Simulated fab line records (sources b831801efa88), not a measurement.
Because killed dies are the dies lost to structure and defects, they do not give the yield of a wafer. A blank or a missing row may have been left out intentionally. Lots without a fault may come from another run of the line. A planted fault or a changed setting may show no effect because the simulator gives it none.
Which of the tools did it? :: flow sky130 :: route of 708 steps, sampled at 1 step: 7 lots, 21 wafers

## WHAT THE GAUGES READ, wafer by wafer
SKY_FIELD_ISO_THK_MEAS_04.
lot: L624
measured: day 2 14:29
on: film metro-03
FIELD_ISO_CVD_03_THK (nm): 163.3 162.4 163.1

lot: L626
measured: day 3 01:23
on: film metro-02
FIELD_ISO_CVD_03_THK (nm): 164.8 164.8 164.5

lot: L628
measured: day 3 11:19
on: film metro-03
FIELD_ISO_CVD_03_THK (nm): 164.8 165.8 164.8

lot: L631
measured: day 4 05:34
on: film metro-03
FIELD_ISO_CVD_03_THK (nm): 166.5 165.5 164.7

lot: L634
measured: day 4 16:50
on: film metro-03
FIELD_ISO_CVD_03_THK (nm): 163.6 164.1 162.8

lot: L636
measured: day 5 03:14
on: film metro-04
FIELD_ISO_CVD_03_THK (nm): 165.6 165.8 166.5

lot: L642
measured: day 6 08:30
on: film metro-04
FIELD_ISO_CVD_03_THK (nm): 167.0 167.4 167.2

## WHAT TOOL EACH LOT RAN ON (gives the tool, then ch and the chambers of the sampled wafers, and finally the start)
There is no process step in the record ahead of these readings.

## THE ANSWER, worked out from the rows above alone
Rule: what is usual is taken from the lots themselves. The widest of any qualifying gaps counts: lots, ordered by their means at a reading, are off when they make up no more than a third of the lots, leave a main group of 4 or more, and stand apart from it by 3 or more times the standard deviation of that group's means. If all means in a main group match to the digits the tables above print for the reading, that group is not used. Also off: a lot with no number at a reading for which 4 or more lots have one. Any other lot the step has rows for is counted as sound.
No lot is off on any of the readings shown, so nothing can be concluded from this.

## WHAT THE SIMULATOR HAD INSERTED
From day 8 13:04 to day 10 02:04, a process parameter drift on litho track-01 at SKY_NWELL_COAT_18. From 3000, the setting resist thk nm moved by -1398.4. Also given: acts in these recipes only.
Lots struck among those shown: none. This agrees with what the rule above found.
